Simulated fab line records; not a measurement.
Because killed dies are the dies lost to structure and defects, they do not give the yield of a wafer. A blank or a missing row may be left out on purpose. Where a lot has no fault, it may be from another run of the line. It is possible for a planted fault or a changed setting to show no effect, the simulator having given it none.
fab line records	flow sky130
record: lots: 6	wafers: 18	last_day: 49
route steps=708 shown LOCAL_INTERCONNECT@398 CONTACT@406
lots that met no fault: taken from a fault-free run of the same line
start_h: start of the lot's first displayed wafer, in hours after the record's first day	wait_h: hours from the lot's prior step to this one	" same as the row above	L1.1+2: a single row standing in for several wafers	- no value, or no start was given	* or withheld: withheld	< > ~ a bound
route shown NAME@n: NAME is a module with steps in the file, n the number in the route of the first one	usual: mean/standard deviation of fault-free wafers	same: alike in all rows	chamber/n: place in a boat	sites: each site's reading	_std_site: the values' standard deviation	_edge_site: inner sites' mean taken away from outer sites' mean	radius_mm: for every site, how far away it sits from the centre of the wafer	mask NAME#n: copy n	behind: tool/chamber where the wafer was last shaped	hold: why the lot was held/for how many hours/how that ended	device: which transistor (n, p or np) failed to switch	end of line: tests of these same wafers at the route's end	a step with no rows: only its recipe	killed: count of dies lost to structure and defects at first sort (not the wafer's yield)	map: shows each die of a wafer: x if killed, . if not, _ if none is there
set.NAME: the setting as run; set.NAME@STEP: as run at that earlier step	model.NAME: the simulator's own value behind a step, which no gauge read
lots seen at some steps along the route; tables by step, rows by wafer
services: when a tool's chamber went out of use (start_h, in hours from the record's first day, below 0 if earlier), for how many hours, and the reason
== steps ==
step: SKY_LOCAL_INTERCONNECT_CD_MEAS_11
recipe: target_cd_nm: 170
usual: cd_nm: 170.4/1.4
lot.wafer	tool	chamber	start_h	wait_h	cd_nm
L310.2	cd_sem-02	-	783.58	-	171.0
L310.4	"	-	"	"	169.4
L310.6	"	-	"	"	171.7
L311.1	cd_sem-02	-	800.95	-	171.6
L311.4	"	-	"	"	172.2
L311.5	"	-	"	"	170.3
L312.1	cd_sem-01	-	808.85	-	170.4
L312.3	"	-	"	"	172.0
L312.4	"	-	"	"	171.3
L317.1	cd_sem-02	-	863.30	-	170.8
L317.4	"	-	"	"	172.2
L317.5	"	-	"	"	170.2
L318.4	cd_sem-01	-	865.76	-	170.5
L318.5	"	-	"	"	171.0
L318.6	"	-	"	"	169.3
L319.1	cd_sem-01	-	869.35	-	171.1
L319.3	"	-	"	"	170.8
L319.5	"	-	"	"	169.2
step: SKY_LOCAL_INTERCONNECT_OVL_MEAS_12
usual: LOCAL_INTERCONNECT_OVL: -1/5.1
lot.wafer	tool	chamber	start_h	wait_h	LOCAL_INTERCONNECT_OVL[nm]
L310.2	overlay-01	-	783.69	0.1	-4
L310.4	"	-	"	"	-7
L310.6	"	-	"	"	-6
L311.1	overlay-01	-	801.07	0.1	-3
L311.4	"	-	"	"	5
L311.5	"	-	"	"	0
L312.1	overlay-01	-	808.97	0.1	2
L312.3	"	-	"	"	4
L312.4	"	-	"	"	0
L317.1	overlay-02	-	863.42	0.1	2
L317.4	"	-	"	"	-1
L317.5	"	-	"	"	2
L318.4	overlay-01	-	865.84	0.1	7
L318.5	"	-	"	"	-2
L318.6	"	-	"	"	1
L319.1	overlay-01	-	869.47	0.1	-1
L319.3	"	-	"	"	4
L319.5	"	-	"	"	-9
step: SKY_LOCAL_INTERCONNECT_ETCH_13
recipe: chemistry: N2/H2	target: BARC	ion_energy_ev: 200	bias_w: 100	pressure_mtorr: 30	n2_flow_sccm: 100	h2_flow_sccm: 200	icp_w: 500	stop_on: SiO2	time_s: 45.9	target_depth_a: 600
usual: drypump_motor_current_A: 5.8/0.43	oes_product_au: 0.853/0.0049	rf_fwd_power_W: 494.0/2.1	throttle_valve_pct: 13.225/0.0093
lot.wafer	tool	chamber	start_h	wait_h	drypump_motor_current_A	oes_product_au	rf_fwd_power_W	rf_hours_counter_h	throttle_valve_pct
L310.2	rie_metal-02	0	783.72	0.0	5.5	0.858	491.8	4	13.227
L310.4	"	1	"	"	5.7	0.849	495.4	-	13.229
L310.6	"	0	"	"	5.5	0.850	492.0	-	13.212
L311.1	rie_metal-04	0	801.11	0.0	5.7	0.849	490.8	16	13.216
L311.4	"	0	"	"	5.7	0.858	490.2	-	13.209
L311.5	"	0	"	"	5.7	0.847	492.3	-	13.222
L312.1	rie_metal-01	0	809.01	0.0	6.3	0.853	495.2	11	13.226
L312.3	"	0	"	"	6.3	0.857	494.5	-	13.227
L312.4	"	0	"	"	6.4	0.852	494.5	-	13.237
L317.1	rie_metal-01	1	863.46	0.0	5.0	0.856	495.7	1	13.212
L317.4	"	1	"	"	5.0	0.852	498.1	-	13.214
L317.5	"	1	"	"	5.0	0.853	495.2	-	13.219
L318.4	rie_metal-04	1	865.92	0.1	6.0	0.850	491.1	-	13.218
L318.5	"	1	"	"	6.0	0.851	493.4	-	13.225
L318.6	"	1	"	"	6.0	0.860	492.5	-	13.225
L319.1	rie_metal-01	1	869.51	0.0	5.0	0.852	495.8	2	13.229
L319.3	"	1	"	"	5.0	0.857	495.4	-	13.234
L319.5	"	1	"	"	5.0	0.856	494.1	-	13.237
step: SKY_LOCAL_INTERCONNECT_METAL_ETCH_14
recipe: target_depth_nm: 110	stop_on: PSG	chemistry: Cl2/BCl3	target: TiN	resist_sidewall_deg: 88	pressure_mtorr: 10	icp_w: 900	bias_w: 48.5	Cl2_flow_sccm: 60	bcl3_flow_sccm: 30	time_s: 31.4
usual: drypump_motor_current_A: 5.8/0.43	mfc_cl2_sccm: 60.02/0.17	oes_product_au: 0.943/0.0079	rf_fwd_power_W: 887/6	throttle_valve_pct: 21.900/0.01
lot.wafer	tool	chamber	start_h	wait_h	drypump_motor_current_A	mfc_cl2_sccm	oes_product_au	rf_fwd_power_W	rf_hours_counter_h	throttle_valve_pct
L310.2	rie_metal-02	0	783.78	0.0	5.5	59.78	0.930	880	4	21.899
L310.4	"	1	"	"	5.7	59.82	0.939	890	-	21.905
L310.6	"	0	"	"	5.5	60.07	0.938	881	-	21.909
L311.1	rie_metal-04	0	801.17	0.0	5.7	60.17	0.941	873	16	21.900
L311.4	"	0	"	"	5.7	59.93	0.947	877	-	21.897
L311.5	"	0	"	"	5.7	60.34	0.942	879	-	21.904
L312.1	rie_metal-01	0	809.13	0.1	6.3	60.10	0.942	895	11	21.907
L312.3	"	0	"	"	6.3	60.02	0.939	891	-	21.887
L312.4	"	0	"	"	6.3	60.11	0.938	892	-	21.897
L317.1	rie_metal-01	1	863.52	0.0	5.0	59.82	0.936	893	1	21.900
L317.4	"	1	"	"	5.0	59.92	0.932	892	-	21.920
L317.5	"	1	"	"	5.0	60.00	0.946	894	-	21.895
L318.4	rie_metal-04	1	866.04	0.1	6.0	60.20	0.943	876	-	21.897
L318.5	"	1	"	"	6.0	60.02	0.949	871	-	21.911
L318.6	"	1	"	"	6.0	59.87	0.947	878	-	21.898
L319.1	rie_metal-01	1	869.64	0.1	5.0	60.02	0.929	890	2	21.898
L319.3	"	1	"	"	5.0	59.81	0.928	893	-	21.904
L319.5	"	1	"	"	5.0	59.90	0.931	891	-	21.907
step: SKY_LOCAL_INTERCONNECT_STRIP_15
recipe: chemistry: O2/N2	power_w: 1400	pressure_mtorr: 1500	platen_temp_c: withheld	o2_flow_sccm: 3000	n2_flow_sccm: 300	overash_fraction: 0.5
usual: drypump_motor_current_A: 5.5/0.38	oes_product_au: 0.426/0.0043	strip_time_to_endpoint_s: 4.708/0.022
lot.wafer	tool	chamber	start_h	wait_h	drypump_motor_current_A	oes_product_au	rf_hours_counter_h	strip_time_to_endpoint_s
L310.2	plasma_asher-02	1	783.83	0.0	5.5	0.427	97	4.741
L310.4	"	1	"	"	5.5	0.422	-	4.732
L310.6	"	0	"	"	5.9	0.436	-	4.751
L311.1	plasma_asher-03	0	801.22	0.0	4.8	0.420	6	4.741
L311.4	"	0	"	"	4.8	0.423	-	4.735
L311.5	"	1	"	"	5.8	0.425	-	4.747
L312.1	plasma_asher-03	1	809.24	0.1	5.9	0.432	7	4.665
L312.3	"	0	"	"	4.8	0.428	-	4.695
L312.4	"	1	"	"	5.8	0.427	-	4.691
L317.1	plasma_asher-02	0	863.57	0.0	5.8	0.431	105	4.738
L317.4	"	1	"	"	5.5	0.432	-	4.732
L317.5	"	1	"	"	5.5	0.424	-	4.725
L318.4	plasma_asher-03	1	866.12	0.1	5.8	0.429	-	4.671
L318.5	"	1	"	"	5.8	0.427	-	4.699
L318.6	"	0	"	"	4.8	0.424	-	4.678
L319.1	plasma_asher-03	0	869.74	0.1	4.8	0.429	13	4.728
L319.3	"	0	"	"	4.9	0.423	-	4.708
L319.5	"	1	"	"	5.9	0.428	-	4.714
step: SKY_LOCAL_INTERCONNECT_STRIP_16
recipe: chemistry: post_etch_residue_remover	time_s: 1200	temp_c: 72.5
step: SKY_LOCAL_INTERCONNECT_CLEAN_17
recipe: chemistry: IPA	time_s: 180	temp_c: 25
step: SKY_LOCAL_INTERCONNECT_CLEAN_18
recipe: chemistry: O3/DIW	dry: n2_spin
step: SKY_CONTACT_CVD_00
recipe: material: Si3N4	target_thk_nm: 75	temp_c: 400	time_s: withheld	rf_w: 450
usual: heater_power_w: 680/100	rf_fwd_power_W: 444.4/1.9
lot.wafer	tool	chamber	start_h	wait_h	heater_power_w	rf_fwd_power_W
L310.2	pecvd-03	1	784.43	0.0	940	442.4
L310.4	"	2	"	"	565	445.0
L310.6	"	0	"	"	649	443.6
L311.1	pecvd-04	2	801.81	0.0	617	445.2
L311.4	"	1	"	"	702	439.4
L311.5	"	0	"	"	616	444.6
L312.1	pecvd-03	0	809.83	0.0	655	445.7
L312.3	"	2	"	"	591	445.1
L312.4	"	2	"	"	602	444.7
L317.1	pecvd-03	2	864.16	0.0	553	446.9
L317.4	"	2	"	"	551	443.9
L317.5	"	0	"	"	604	445.2
L318.4	pecvd-01	1	866.69	0.0	622	448.4
L318.5	"	0	"	"	656	443.8
L318.6	"	2	"	"	795	445.1
L319.1	pecvd-04	0	870.33	0.0	689	444.7
L319.3	"	2	"	"	674	444.8
L319.5	"	0	"	"	680	445.6
step: SKY_CONTACT_THK_MEAS_01
recipe: reads: Si3N4_of_CONTACT_CVD_00
usual: CONTACT_CVD_00_THK: 75.3/1.2
lot.wafer	tool	chamber	start_h	wait_h	CONTACT_CVD_00_THK[nm]
L310.2	film_metro-03	-	784.47	-	73.9
L310.4	"	-	"	"	76.5
L310.6	"	-	"	"	76.2
L311.1	film_metro-01	-	801.85	-	73.6
L311.4	"	-	"	"	75.2
L311.5	"	-	"	"	77.4
L312.1	film_metro-03	-	809.87	-	75.7
L312.3	"	-	"	"	75.0
L312.4	"	-	"	"	76.0
L317.1	film_metro-02	-	864.20	-	76.2
L317.4	"	-	"	"	76.0
L317.5	"	-	"	"	76.8
L318.4	film_metro-02	-	866.74	-	75.2
L318.5	"	-	"	"	75.2
L318.6	"	-	"	"	74.4
L319.1	film_metro-03	-	870.36	-	76.2
L319.3	"	-	"	"	73.7
L319.5	"	-	"	"	76.6
step: SKY_CONTACT_HDPCVD_02
recipe: material: SiO2	target_thk_nm: 565	sigma_open_frac: 0.3	time_s: 94.2	temp_c: 600	sih4_flow_sccm: 60	pressure_mtorr: 6
step: SKY_CONTACT_THK_MEAS_03
recipe: reads: SiO2_of_CONTACT_HDPCVD_02
usual: CONTACT_HDPCVD_THK: 559/8.2
lot.wafer	tool	chamber	start_h	wait_h	CONTACT_HDPCVD_THK[nm]
L310.2	film_metro-03	-	784.60	0.0	554
L310.4	"	-	"	"	569
L310.6	"	-	"	"	563
L311.1	film_metro-03	-	801.98	0.0	562
L311.4	"	-	"	"	560
L311.5	"	-	"	"	563
L312.1	film_metro-02	-	810.00	0.0	555
L312.3	"	-	"	"	567
L312.4	"	-	"	"	552
L317.1	film_metro-03	-	864.33	0.0	550
L317.4	"	-	"	"	546
L317.5	"	-	"	"	559
L318.4	film_metro-01	-	866.87	0.0	568
L318.5	"	-	"	"	561
L318.6	"	-	"	"	558
L319.1	film_metro-02	-	870.49	0.0	566
L319.3	"	-	"	"	563
L319.5	"	-	"	"	569
step: SKY_CONTACT_CMP_04
recipe: material: SiO2	down_force_psi: 4	platen_rpm: 60	pad_velocity_m_s: 0.94248
usual: edge_zone_pressure_frac: 0.999/0.005	head_pressure_psi: 4.000/0.0096	motor_current_A: 12.1/0.98	time_to_endpoint_s: 80/5.5
lot.wafer	tool	chamber	start_h	wait_h	edge_zone_pressure_frac	head_pressure_psi	motor_current_A	time_to_endpoint_s	model.SiO2_of_CONTACT_HDPCVD_02.thk_nm
L310.2	cmp-02	3	784.96	0.3	-	-	-	-	553.7
L310.4	"	0	"	"	-	-	-	-	568.3
L310.6	"	2	"	"	-	-	-	-	562.9
L311.4	cmp-01	2	802.04	0.0	-	-	-	-	559.6
L311.1	"	0	"	"	-	-	-	-	562
L311.5	"	3	"	"	-	-	-	-	562.4
L312.3	cmp-02	1	810.06	0.0	0.992	3.989	12.4	88	341.2
L312.1	"	3	"	"	1.001	3.996	13.3	79	340.2
L312.4	"	0	"	"	0.992	3.993	13.7	79	340
L317.1	cmp-01	3	864.39	0.1	1.000	4.012	12.1	68	338.2
L317.4	"	2	"	"	0.997	4.008	12.5	79	341
L317.5	"	3	"	"	0.990	4.015	11.9	71	338.5
L318.4	cmp-01	3	866.90	0.0	0.997	4.004	11.5	76	337.8
L318.6	"	3	"	"	0.996	4.011	11.3	70	337.2
L318.5	"	0	"	"	0.999	4.008	10.8	85	341.3
L319.3	cmp-01	2	870.55	0.0	1.001	4.000	12.5	83	342.8
L319.1	"	3	"	"	0.999	4.003	11.8	72	338.4
L319.5	"	3	"	"	0.992	4.002	11.8	73	338.1
step: SKY_CONTACT_BOW_MEAS_05
recipe: mode: bow
usual: CONTACT_BOW: 82/6.6
lot.wafer	tool	chamber	start_h	wait_h	hold	CONTACT_BOW[um]
L310.2	film_metro-03	-	785.23	0.2	await_dispo/0.2h/release	99
L310.4	"	-	"	"	await_dispo/0.2h/release	98
L310.6	"	-	"	"	await_dispo/0.2h/release	91
L310.2	film_metro-03	-	785.51	0.3	-	-
L310.4	"	-	"	"	-	-
L310.6	"	-	"	"	-	-
L311.1	film_metro-02	-	802.34	0.1	await_dispo/0.2h/release	104
L311.4	"	-	"	"	await_dispo/0.2h/release	96
L311.5	"	-	"	"	await_dispo/0.2h/release	97
L311.1	film_metro-02	-	802.62	0.3	-	-
L311.4	"	-	"	"	-	-
L311.5	"	-	"	"	-	-
L312.1	film_metro-03	-	810.36	0.1	-	75
L312.3	"	-	"	"	-	83
L312.4	"	-	"	"	-	84
L317.1	film_metro-02	-	864.69	0.2	-	78
L317.4	"	-	"	"	-	78
L317.5	"	-	"	"	-	68
L318.4	film_metro-01	-	867.26	0.3	-	85
L318.5	"	-	"	"	-	100
L318.6	"	-	"	"	-	89
L319.1	film_metro-03	-	870.85	0.2	-	73
L319.3	"	-	"	"	-	84
L319.5	"	-	"	"	-	91
== services ==
tool	chamber	start_h	hours	kind
pecvd-03	0	760.01	2.1	scheduled_down
plasma_asher-03	-	783.23	1.3	repair
cmp-01	-	784.00	1.0	repair
cmp-02	-	784.37	0.5	repair
cmp-02	-	791.76	2.2	repair
rie_metal-02	1	793.84	40.4	repair
rie_metal-02	0	798.89	27.8	repair
pecvd-04	-	806.78	38.6	repair
rie_metal-01	1	808.44	-	clean
rie_metal-01	1	808.44	21.8	scheduled_down
rie_metal-01	1	808.44	21.8	vent_cycle
cmp-02	-	812.98	4.3	repair
pecvd-03	1	816.02	5.5	scheduled_down
cmp-01	-	817.42	1.1	repair
rie_metal-02	-	826.67	2.7	pm
pecvd-01	2	826.83	18.0	repair
rie_metal-01	1	848.14	5.9	repair
plasma_asher-03	-	848.84	0.8	repair
rie_metal-04	0	852.52	-	clean
rie_metal-04	0	852.52	20.9	scheduled_down
rie_metal-04	0	852.52	20.9	vent_cycle
pecvd-01	2	858.37	5.3	repair
cmp-01	-	862.20	1.0	repair
rie_metal-01	0	868.32	1.5	repair
== key ==
first_sign: step: SKY_CONTACT_CMP_04	reading: tool_record	direction: missing
effect: step: SKY_CONTACT_BOW_MEAS_05	reading: visit	direction: added
model_effect: step: SKY_CONTACT_CMP_04	value: SiO2_of_CONTACT_HDPCVD_02.thk_nm	without: 339.2	struck: 561.5
met_at SKY_CONTACT_CMP_04
struck_wafers L310.2,L310.4,L310.6,L311.1,L311.4,L311.5
scrapped_behind SKY_CONTACT_BOW_MEAS_05 L310.2,L310.4,L310.6,L311.1,L311.4,L311.5
fault: kind: skipped_step_whole	tool: cmp-01,cmp-02	chamber: -	onset_h: 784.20	steps: SKY_CONTACT_CMP_04	scope: struck_lots_only
